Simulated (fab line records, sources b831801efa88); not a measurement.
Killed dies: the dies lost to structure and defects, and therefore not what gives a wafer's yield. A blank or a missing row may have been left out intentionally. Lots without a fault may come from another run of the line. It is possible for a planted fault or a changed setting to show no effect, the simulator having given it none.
Problem report, 8D (eight disciplines) form, completed by code | flow sfq line | the parts of the form that need people (team, actions taken, sign-off) are left out

== 1. THE PROBLEM ==
Mean of heater power total W at SFQ_TRILAYER_I7_VIA_LITHO_PEB_190: 87.11 W across 5 wafers in 3 lots; on wafers with no fault it is 79.15 W (standard deviation 0.071). That is +99 or more standard deviations from the usual mean.
The step: peb time 60 s.
The first sign was on wafer L698.2 at day 86 23:34, on litho track-02. At this step, 43 wafers from 15 lots have a number in the record. By rule, "out" or "out of limits" means more than 4 standard deviations away from the usual mean. The rest of the wafers with a number are treated as sound.

== 2. WHAT IT IS, AND WHAT IT ISN'T ==
question                    | is                                     | is not
which readings at this step | heater power total W                   | exhaust pa, resist line temp C
which lots                  | L698, L701, L704                       | L689, L690, L691, L692, L693, L694, L706, L707, L709, L710, L711, L712
which wafers of those lots  | L698.2, L698.5, L701.5, L704.2, L704.5 | L698.6, L701.6
read on which tools         | litho track-02                         | litho track-01, litho track-04
when                        | from day 86 23:34                      | up to then (19 sound wafers); but 19 sound wafers of L701, L706, L707, L709, L710, L711, L712 came after

== 3. SUSPECTS, AND WHAT RULES EACH OUT ==
Counting: if a tool at a process step up to the reading ran every lot that is out, it stays a suspect. Sound lots after the first of them don't rule it out here, since some wafers of a struck lot are sound.
- cmp-01 at SFQ_TRILAYER_I7_CMP_CMP_184 (polishes SiO2): kept. Ran every lot that is out, first one L698 (day 82 05:40); last sound lot up to then L694 (day 81 18:32).
- litho track-02 at SFQ_TRILAYER_I7_VIA_LITHO_PEB_190 (peb time 60 s): kept. Ran every lot that is out, first one L698 (day 86 23:34); last sound lot up to then L693 (day 81 23:38). Out on those wafers are its own readings of heater power total W.
Remaining after the count are cmp-01 at SFQ_TRILAYER_I7_CMP_CMP_184 and litho track-02 at SFQ_TRILAYER_I7_VIA_LITHO_PEB_190.

== 4. THE CAUSE (what the simulator had put in) ==
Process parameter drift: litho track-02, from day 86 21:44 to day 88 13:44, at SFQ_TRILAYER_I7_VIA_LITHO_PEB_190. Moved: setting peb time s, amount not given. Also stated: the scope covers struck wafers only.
Counting left 2 suspects, and this tool is among them.

== 5. THE EFFECT CHAIN, in route order ==
Rows list readings where the struck wafers' mean (over those with a number) sits beyond 3 standard deviations from the usual. Scope: only readings with a usual standard deviation given in the record; hours: median across lots of the time from each lot's start at the first step in this table that gives one to its start at this step; sigmas: change in usual standard deviations.
hours | step                              | reading              | usual   | on struck wafers | change | sigmas
0     | SFQ_TRILAYER_I7_VIA_LITHO_PEB_190 | heater power total W | 79.15 W | 87.11            | +7.96  | +99 or more
Its process steps:
- SFQ_TRILAYER_I7_VIA_LITHO_PEB_190: peb time 60 s.
Later steps that measure or inspect, where all struck wafers having a row at the step show a number for every such reading and not one has moved that far: SFQ_M8_RS_MEAS_949.

== 6. WHAT WOULD HAVE CAUGHT IT SOONER ==
2 hours passed between the start of the fault at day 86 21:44 and the first reading out of limits in this record, taken at day 86 23:34.
